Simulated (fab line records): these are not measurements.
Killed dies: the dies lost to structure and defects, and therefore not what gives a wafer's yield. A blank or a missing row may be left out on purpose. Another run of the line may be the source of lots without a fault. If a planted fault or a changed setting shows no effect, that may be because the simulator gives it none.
Chamber matching || flow sky130 || 3 sister chambers for SKY_CAPM_CVD_00 on pecvd-04
The step deposits SiO2, target thk 15.5 nm. 6 wafers are shown with their chamber, then 12 later ones without.

WAFERS, EACH WITH ITS CHAMBER
{"wafer": "L081.6", "chamber": 2, "heater_power_w (W)": 899}
{"wafer": "L083.5", "chamber": 0, "heater_power_w (W)": 646}
{"wafer": "L083.6", "chamber": 2, "heater_power_w (W)": 830}
{"wafer": "L088.2", "chamber": 1, "heater_power_w (W)": 796}
{"wafer": "L088.4", "chamber": 0, "heater_power_w (W)": 557}
{"wafer": "L088.6", "chamber": 1, "heater_power_w (W)": 761}

WAFERS WITHOUT THEIR CHAMBER
{"wafer": "L089.1", "heater_power_w (W)": 903}
{"wafer": "L089.2", "heater_power_w (W)": 790}
{"wafer": "L089.6", "heater_power_w (W)": 905}
{"wafer": "L093.1", "heater_power_w (W)": 634}
{"wafer": "L093.2", "heater_power_w (W)": 799}
{"wafer": "L093.6", "heater_power_w (W)": 847}
{"wafer": "L095.1", "heater_power_w (W)": 919}
{"wafer": "L095.2", "heater_power_w (W)": 616}
{"wafer": "L095.5", "heater_power_w (W)": 890}
{"wafer": "L097.2", "heater_power_w (W)": 902}
{"wafer": "L097.4", "heater_power_w (W)": 899}
{"wafer": "L097.5", "heater_power_w (W)": 635}

EACH ONE'S CHAMBER
{"wafer": "L089.1", "from the rows above": "can't be placed: 2 or 1", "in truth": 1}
{"wafer": "L089.2", "from the rows above": "can't be placed: 1 or 2", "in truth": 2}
{"wafer": "L089.6", "from the rows above": "can't be placed: 2 or 1", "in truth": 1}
{"wafer": "L093.1", "from the rows above": 0, "in truth": 0}
{"wafer": "L093.2", "from the rows above": "can't be placed: 1 or 2", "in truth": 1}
{"wafer": "L093.6", "from the rows above": "can't be placed: 2 or 1", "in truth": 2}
{"wafer": "L095.1", "from the rows above": "can't be placed: 2 or 1", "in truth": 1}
{"wafer": "L095.2", "from the rows above": 0, "in truth": 0}
{"wafer": "L095.5", "from the rows above": "can't be placed: 2 or 1", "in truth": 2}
{"wafer": "L097.2", "from the rows above": "can't be placed: 2 or 1", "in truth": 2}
{"wafer": "L097.4", "from the rows above": "can't be placed: 2 or 1", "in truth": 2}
{"wafer": "L097.5", "from the rows above": 0, "in truth": 0}
3 of 12 placed correctly. Can't be placed from these rows: 9 (the true chamber is among the candidates in 9). Wrongly placed: 0.
How it was worked out, from the rows above alone: a wafer's distance from a chamber is the root of the sum, over the readings, of the square of ((its reading less the chamber's mean) divided by the reading's scatter). The wafer belongs to the nearest chamber; if the next one is less than 2 further off, it can't be placed. A chamber's mean is the mean of its shown wafers. The scatter is the square root of a quotient: the sum, over the shown wafers, of each reading's squared deviation from its chamber's mean, divided by wafers minus chambers.
